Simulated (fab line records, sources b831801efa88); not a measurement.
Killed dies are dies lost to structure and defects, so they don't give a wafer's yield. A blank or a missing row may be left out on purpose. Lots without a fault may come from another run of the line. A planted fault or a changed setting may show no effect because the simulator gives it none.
Chamber matching | flow sky130 | SKY_VIA1_CMP_24 on cmp-02: 4 sister chambers
The step polishes, stops on SiO2, t overpolish 15 s, target thk 0 nm. 8 wafers are shown with their chamber, then 12 later ones without.

WAFERS WITH THEIR CHAMBER
wafer  | chamber | motor_current_A (A) | time_to_endpoint_s (s)
L087.4 | 1       | 10.2                | 60.3
L087.6 | 1       | 9.9                 | 63.1
L089.6 | 2       | 11.0                | 65.5
L088.3 | 3       | 11.7                | 66.4
L088.5 | 3       | 12.7                | 66.2
L092.1 | 0       | 11.7                | 65.0
L092.4 | 2       | 11.3                | 67.0
L092.5 | 0       | 10.7                | 63.8

WAFERS WITHOUT THEIR CHAMBER
wafer  | motor_current_A (A) | time_to_endpoint_s (s)
L093.1 | 10.9                | 66.8
L093.2 | 10.3                | 67.4
L093.3 | 12.4                | 68.5
L096.2 | 12.2                | 64.4
L096.3 | 10.5                | 64.3
L096.5 | 11.0                | 64.2
L096.1 | 10.8                | 67.7
L096.4 | 11.2                | 65.5
L096.6 | 11.9                | 66.5
L097.2 | 9.8                 | 66.1
L097.5 | 10.7                | 68.7
L097.6 | 12.5                | 65.4

WHICH CHAMBER EACH WENT THROUGH
wafer  | from the rows above          | in truth
L093.1 | can't be placed: 2 or 0 or 3 | 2
L093.2 | can't be placed: 2 or 0 or 3 | 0
L093.3 | can't be placed: 3 or 2      | 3
L096.2 | can't be placed: 3 or 0 or 2 | 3
L096.3 | can't be placed: 0 or 2 or 1 | 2
L096.5 | can't be placed: 0 or 2      | 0
L096.1 | can't be placed: 2 or 0 or 3 | 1
L096.4 | can't be placed: 2 or 0 or 3 | 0
L096.6 | can't be placed: 3 or 2 or 0 | 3
L097.2 | can't be placed: 2 or 0 or 1 | 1
L097.5 | can't be placed: 2 or 3 or 0 | 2
L097.6 | can't be placed: 3 or 0 or 2 | 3
Placed correctly: 0 of 12. Can't be placed from these rows: 12 (the true chamber is among the candidates in 11). Placed wrongly: 0.
How it was worked out, from the rows above alone: a wafer's distance from a chamber is the root of the sum, over the readings, of the square of ((its reading less the chamber's mean) divided by the reading's scatter). The wafer belongs to the nearest chamber; if the next one is less than 2 further off, it can't be placed. A chamber's mean is the mean of its shown wafers. The scatter: the root of (the sum of the squares of (reading less its chamber's mean) over the shown wafers, divided by (wafers less chambers)).
